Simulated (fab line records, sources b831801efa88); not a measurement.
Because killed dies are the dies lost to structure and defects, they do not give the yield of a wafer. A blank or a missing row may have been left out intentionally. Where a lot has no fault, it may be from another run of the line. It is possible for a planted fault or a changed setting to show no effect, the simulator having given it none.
Which tool did it?    flow sky130    12 lots, 36 wafers sampled, at 5 steps of a route of 708

WHAT THE GAUGES SHOWED, per wafer
The record lacks any reading of a measuring or inspecting step that a usual standard deviation could be used to judge.

WHAT TOOL EACH LOT RAN ON (gives the tool, then ch and the chambers of the sampled wafers, and finally the start)
lot   SKY_CONTACT_ETCH_16                 SKY_CONTACT_ETCH_17                 SKY_CONTACT_CMP_27             SKY_METAL1_DEVELOP_14              SKY_PAD_OPEN_PROBE_99
L927  rie diel-01 ch 0,1,3, day 31 13:11  rie diel-01 ch 0,1,3, day 31 13:14  cmp-01 ch 0,3, day 31 14:19    litho track-01 ch 0, day 32 18:00  prober-02, day 45 19:58
L928  rie diel-02 ch 0,1,2, day 32 04:05  rie diel-02 ch 0,1,2, day 32 04:08  cmp-01 ch 0,2,3, day 32 05:12  litho track-04 ch 0, day 33 08:00  prober-01, day 46 01:54
L929  rie diel-01 ch 0,1,3, day 32 07:40  rie diel-01 ch 0,1,3, day 32 07:42  cmp-01 ch 0,2,3, day 32 08:49  litho track-01 ch 0, day 33 12:00  prober-02, day 46 06:13
L930  rie diel-01 ch 0,3, day 32 15:31    rie diel-01 ch 0,3, day 32 15:34    cmp-02 ch 0,1,3, day 32 16:40  litho track-01 ch 0, day 33 20:00  prober-01, day 46 16:27
L934  rie diel-03 ch 0,1,2, day 33 20:46  rie diel-03 ch 0,1,2, day 33 20:49  cmp-02 ch 1,3, day 33 21:51    litho track-04 ch 0, day 35 00:00  prober-01, day 47 15:16
L936  rie diel-01 ch 0,1,2, day 34 17:32  rie diel-01 ch 0,1,2, day 34 17:35  cmp-02 ch 0,1,2, day 34 18:37  litho track-02 ch 0, day 35 21:00  prober-01, day 48 04:01
L940  rie diel-02 ch 0,2,3, day 36 02:29  rie diel-02 ch 0,2,3, day 36 02:32  cmp-01 ch 2,3, day 36 03:38    litho track-02 ch 0, day 37 05:00  prober-01, day 49 05:11
L943  rie diel-03 ch 0,1,2, day 37 01:43  rie diel-03 ch 0,1,2, day 37 01:46  cmp-01 ch 0,2,3, day 37 02:54  litho track-04 ch 0, day 38 04:00  prober-02, day 49 16:52
L941  rie diel-03 ch 1,2, day 37 03:11    rie diel-03 ch 1,2, day 37 03:14    cmp-02 ch 1,2, day 37 04:21    litho track-04 ch 0, day 38 06:00  prober-01, day 49 19:46
L942  rie diel-01 ch 0,1,3, day 37 03:43  rie diel-01 ch 0,1,3, day 37 03:46  cmp-02 ch 0,1,3, day 37 04:56  litho track-01 ch 0, day 38 06:00  prober-02, day 49 20:28
L946  rie diel-01 ch 2,3, day 38 09:37    rie diel-01 ch 2,3, day 38 09:40    cmp-02 ch 0,1, day 38 11:08    litho track-01 ch 0, day 39 12:00  prober-01, day 50 18:52
L949  rie diel-02 ch 0,1,3, day 39 08:19  rie diel-02 ch 0,1,3, day 39 08:22  cmp-01 ch 0,1,3, day 39 09:25  litho track-01 ch 0, day 40 10:00  prober-02, day 51 06:42
- SKY_CONTACT_ETCH_16: etches BARC in N2/H2, stops on SiO2, time 45.9 s, target depth 60 nm.
- SKY_CONTACT_ETCH_17: etches SiO2 in C4F8/O2/Ar, stops on Si3N4, target depth 340 nm.
- SKY_CONTACT_CMP_27: polishes, stops on SiO2, t overpolish 15 s, target thk 0 nm.
- SKY_METAL1_DEVELOP_14: develop time 60 s.
- SKY_PAD_OPEN_PROBE_99

AS READ BY THE TOOLS THEMSELVES (means over the sampled wafers that have a number; for cases with no such wafer, the mark the record gives instead)
SKY_CONTACT_ETCH_16. Usual: drypump motor current A 5.9 A, standard deviation 0.4; oes product au 0.855 a.u., standard deviation 0.0047; throttle valve pct 13.224 %, standard deviation 0.0096.
lot   tool         drypump motor current A (A)  oes product au (a.u.)  throttle valve pct (%)  flag
L927  rie diel-01  5.8                          0.856                  13.215                  
L928  rie diel-02  5.8                          0.851                  13.222                  
L929  rie diel-01  5.8                          0.854                  13.218                  
L930  rie diel-01  5.9                          0.855                  13.226                  
L934  rie diel-03  6.0                          0.850                  13.223                  
L936  rie diel-01  5.9                          0.860                  13.235                  
L940  rie diel-02  6.0                          0.855                  13.233                  
L943  rie diel-03  6.0                          0.852                  13.222                  
L941  rie diel-03  6.0                          0.851                  13.220                  
L942  rie diel-01  5.8                          0.852                  13.216                  
L946  rie diel-01  5.2                          0.858                  13.235                  
L949  rie diel-02  5.9                          0.857                  13.234                  

SKY_CONTACT_ETCH_17. Usual: 0.891 a.u. for oes product au, sd 0.0047.
lot   tool         oes product au (a.u.)  flag
L927  rie diel-01  0.896                  
L928  rie diel-02  0.891                  
L929  rie diel-01  0.890                  
L930  rie diel-01  0.897                  
L934  rie diel-03  0.889                  
L936  rie diel-01  0.889                  
L940  rie diel-02  0.891                  
L943  rie diel-03  0.892                  
L941  rie diel-03  0.894                  
L942  rie diel-01  0.890                  
L946  rie diel-01  0.891                  
L949  rie diel-02  0.887                  

SKY_CONTACT_CMP_27. Usual: motor current A 10.6 A, standard deviation 0.85; overpolish run s 15.000 s, standard deviation 0.0093; time to endpoint s 80.0 s, standard deviation 2.5.
lot   tool    motor current A (A)  overpolish run s (s)  time to endpoint s (s)  flag
L927  cmp-01  10.4                 14.999                76.9                    
L928  cmp-01  10.3                 15.001                78.2                    
L929  cmp-01  10.5                 15.004                80.4                    
L930  cmp-02  9.9                  15.009                81.2                    
L934  cmp-02  9.8                  15.003                80.2                    
L936  cmp-02  10.7                 15.004                82.0                    
L940  cmp-01  10.5                 14.996                79.0                    
L943  cmp-01  10.3                 14.995                81.4                    
L941  cmp-02  11.0                 15.007                78.3                    
L942  cmp-02  10.1                 15.004                78.0                    
L946  cmp-02  9.5                  14.998                84.3                    
L949  cmp-01  10.9                 14.998                81.0                    

SKY_METAL1_DEVELOP_14. Usual: 21.00 C for developer temp C, sd 0.11.
lot   tool            developer temp C (C)  flag
L927  litho track-01  21.09                 
L928  litho track-04  21.04                 
L929  litho track-01  21.11                 
L930  litho track-01  20.90                 
L934  litho track-04  21.01                 
L936  litho track-02  21.01                 
L940  litho track-02  21.11                 
L943  litho track-04  20.39                 OFF
L941  litho track-04  20.38                 OFF
L942  litho track-01  21.07                 
L946  litho track-01  20.85                 
L949  litho track-01  21.05                 

SKY_PAD_OPEN_PROBE_99. Usual: defect limited yield 83.0 %, standard deviation 1.9; killed_at_M0_to_M3 43, standard deviation 6.9; killed_at_M4_up 3.1, standard deviation 1.9; killed at contacts 24, standard deviation 5.4; killed at front end 14, standard deviation 4.3; killed at other 0.3, standard deviation 0.53; killed dies 84, standard deviation 9.5; killed open 46, standard deviation 6.8; killed short 38, standard deviation 6; sort_bin_3_pad_short 0.9 %, standard deviation 0.46; sort_bin_5_function 10.0 %, standard deviation 1.4; sort_bin_6_memory 6.1 %, standard deviation 1.1; sort n pass 408, standard deviation 9.5; sort yield pct 83.0 %, standard deviation 1.9.
lot   tool       defect limited yield (%)  killed_at_M0_to_M3  killed_at_M4_up  killed at contacts  killed at front end  killed at other  killed dies  killed open  killed short  sort_bin_3_pad_short (%)  sort_bin_5_function (%)  sort_bin_6_memory (%)  sort n pass  sort yield pct (%)  flag
L927  prober-02  84.6                      41                  2.0              21                  12                   0.0              76           44           32            0.2                       9.4                      5.9                    416          84.6                
L928  prober-01  80.4                      50                  6.3              24                  16                   0.0              96           55           41            0.9                       10.6                     8.0                    396          80.4                
L929  prober-02  82.4                      40                  5.7              28                  12                   0.7              86           47           39            1.5                       11.0                     5.1                    406          82.4                
L930  prober-01  84.1                      38                  2.7              22                  15                   0.3              78           37           41            1.3                       9.3                      5.3                    414          84.1                
L934  prober-01  82.4                      45                  4.7              24                  13                   0.0              86           43           43            0.6                       10.6                     6.4                    406          82.4                
L936  prober-01  83.7                      39                  1.7              29                  11                   0.0              80           45           34            0.5                       9.6                      6.2                    412          83.7                
L940  prober-01  82.9                      43                  2.3              23                  16                   0.0              84           49           34            1.0                       10.0                     6.1                    408          82.9                
L943  prober-02  82.8                      41                  3.7              19                  20                   0.7              85           43           42            0.6                       10.1                     6.5                    407          82.8                
L941  prober-01  83.2                      45                  3.0              24                  11                   0.0              83           45           37            0.7                       9.6                      6.6                    409          83.2                
L942  prober-02  81.3                      52                  2.0              24                  14                   0.3              92           57           35            0.9                       11.8                     6.0                    400          81.3                
L946  prober-01  82.6                      42                  1.7              27                  15                   0.0              86           50           36            0.9                       10.0                     6.6                    406          82.6                
L949  prober-02  83.2                      43                  2.0              22                  16                   0.0              83           42           40            0.7                       9.5                      6.6                    409          83.2                

THE ANSWER, worked out from the rows above alone
Rule: a lot counts as off when the mean over its wafers that have a number is more than 3 standard deviations away from the usual mean. Also off: a lot with no number at a reading for which 4 or more lots have one. Any other lot the step has rows for is counted as sound. First the gauges in route order, then the tools' own readings, where a lot's mean is used as printed above. The first step at which some lot is off is used, and at that step the reading that is off furthest; a lot without a number counts as furthest.
Off, at SKY_METAL1_DEVELOP_14 on developer temp C: L943, L941.
A tool fits if, at that step or a process step before it, it ran every lot that is off, and no sound lot after the first of them. Undecided on this evidence; 2 tools fit (rie diel-03 at SKY_CONTACT_ETCH_16 and SKY_CONTACT_ETCH_17, litho track-04 at SKY_METAL1_DEVELOP_14).

WHAT THE SIMULATOR HAD INSERTED
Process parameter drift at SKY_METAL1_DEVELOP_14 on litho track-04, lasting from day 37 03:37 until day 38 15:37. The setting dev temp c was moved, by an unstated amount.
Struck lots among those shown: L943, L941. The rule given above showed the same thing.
